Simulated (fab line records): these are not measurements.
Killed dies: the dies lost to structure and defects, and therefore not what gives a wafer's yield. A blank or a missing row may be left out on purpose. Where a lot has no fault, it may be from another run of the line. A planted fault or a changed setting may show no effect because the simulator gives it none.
Matching of chambers    flow sky130    4 sister chambers for SKY_VIA3_CMP_24 on cmp-02
The step polishes, stops on SiO2, t overpolish 20 s, target thk 0 nm. 7 wafers are shown with their chamber, then 7 later ones without.

WAFERS, EACH WITH ITS CHAMBER
wafer   chamber  motor-current-A (A)  time-to-endpoint-s (s)
L258.6  0        10.4                 94
L261.2  2        12.1                 90
L261.5  2        11.9                 91
L263.3  1        11.3                 92
L263.6  3        9.6                  99
L265.1  3        9.4                  100
L265.5  1        11.4                 93

WAFERS WITHOUT THEIR CHAMBER
wafer   motor-current-A (A)  time-to-endpoint-s (s)
L265.6  11.3                 88
L270.1  10.7                 100
L270.3  11.9                 96
L270.6  11.4                 98
L272.2  10.7                 94
L272.3  11.1                 92
L272.4  12.1                 94

THE CHAMBER EACH PASSED THROUGH
wafer    from the rows above       in truth
L265.6   can't be placed: 1 or 2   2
L270.1   can't be placed: 0 or 3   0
L270.3   can't be placed: 1 or 2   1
L270.6   1                         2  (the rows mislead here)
L272.2   0                         0
L272.3   1                         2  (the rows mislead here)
L272.4   can't be placed: 2 or 1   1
Correctly placed: 1 of 7. Cannot be placed on the basis of these rows: 4; the candidates contain the true chamber in 4. Wrongly placed: 2.
How it was worked out, from the rows above alone: a wafer's distance from a chamber is the root of the sum, over the readings, of the square of ((its reading less the chamber's mean) divided by the reading's scatter). The wafer belongs to the nearest chamber; if the next one is less than 2 further off, it can't be placed. The mean given for a chamber averages the wafers shown for that chamber. The scatter is the square root of a quotient: the sum, over the shown wafers, of each reading's squared deviation from its chamber's mean, divided by wafers minus chambers.
